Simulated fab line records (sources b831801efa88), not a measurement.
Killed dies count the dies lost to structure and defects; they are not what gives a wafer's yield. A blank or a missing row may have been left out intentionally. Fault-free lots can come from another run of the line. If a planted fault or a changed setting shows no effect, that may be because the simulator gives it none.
Problem report in the 8D (eight disciplines) form, filled by code | flow gf180mcu | the parts of the form that need people (team, actions taken, sign-off) are left out

1. PROBLEM STATEMENT
Wafers without a fault read 259.9 nm, standard deviation 1.1; cd-nm at GF_V4_CD_MEAS_14 reads a mean of 252.5 nm on 3 wafers belonging to 2 lots. That is -6.7 standard deviations from the usual mean.
The step: target cd 260 nm.
Seen first at day 25 12:55 on cd-sem-02, wafer L455.2. The record holds 36 wafers of 12 lots with a number at this step. Rule for "out" (also "out of limits"): further than 4 standard deviations from the usual mean. All remaining wafers that have a number are taken as sound.

2. WHAT IT IS, WHAT IT ISN'T
question                    | is                     | is not
which readings at this step | cd-nm                  | -
which lots                  | L455, L458             | L451, L465, L466, L467, L468, L469, L470, L472, L473, L474
which wafers of those lots  | L455.2, L455.5, L458.5 | L455.4, L458.4, L458.6
read on which gauges        | cd-sem-02              | cd-sem-01
when                        | from day 25 12:55      | up to then (4 sound wafers); but 29 sound wafers of L458, L465, L466, L467, L468, L469, L470, L472, L473, L474 came after

3. WHAT RULES OUT EACH SUSPECT
Counting: a tool at a process step up to the reading stays a suspect if it ran every lot that is out. Sound lots after the first of them don't rule it out here, since some wafers of a struck lot are sound.
- the gauge at GF_V4_CD_MEAS_14: ruled out. All the wafers that are out were read on cd-sem-02, but those of them that GF_V4_PEB_12 has rows for are out there too, on other tools.
- litho-track-04 at GF_V4_PEB_12 (peb time 90 s): kept. Ran every lot that is out, first one L455 (day 25 12:35); last sound lot up to then L451 (day 24 09:36). Its own readings are out on those wafers: heater-power-total-W.
Remaining after the count: litho-track-04 at GF_V4_PEB_12.

4. THE CAUSE (what the simulator had put in)
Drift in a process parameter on litho-track-04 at GF_V4_PEB_12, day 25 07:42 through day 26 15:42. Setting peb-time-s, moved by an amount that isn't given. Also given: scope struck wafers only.
Only this tool survived the counting.

5. SEQUENCE OF EFFECTS, ordered by route
Each row: a reading whose mean over the struck wafers that have a number lies more than 3 standard deviations from the usual. Only readings for which the record gives a usual standard deviation are gone through. hours: the time from each lot's start at the first step in this table that gives one to its start at this step, as a median over the lots. sigmas: the change in usual standard deviations.
hours | step             | reading              | usual    | on struck wafers | change | sigmas
0     | GF_V4_PEB_12     | heater-power-total-W | 85.70 W  | 94.30            | +8.60  | +99 or more
0     | GF_V4_CD_MEAS_14 | cd-nm                | 259.9 nm | 252.5            | -7.4   | -6.7
Its process steps:
- GF_V4_PEB_12: peb time 90 s.
Later steps that measure or inspect, where all struck wafers having a row at the step show a number for every such reading and not one has moved that far: GF_V4_RS_MEAS_24.

6. HOW IT WOULD HAVE BEEN CAUGHT EARLIER
5 hours passed between the start of the fault at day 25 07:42 and the first reading out of limits at a measuring or inspecting step in this record, taken at day 25 12:55.
The tool's own readings at GF_V4_PEB_12 were out on every struck wafer that the step has a row for (heater-power-total-W): an alarm limit on them would have fired on the first of those.
Lots out: 2; of these, L458 started GF_V4_PEB_12 on litho-track-04 after day 25 12:55. Putting the tool on hold at that point would have spared it.
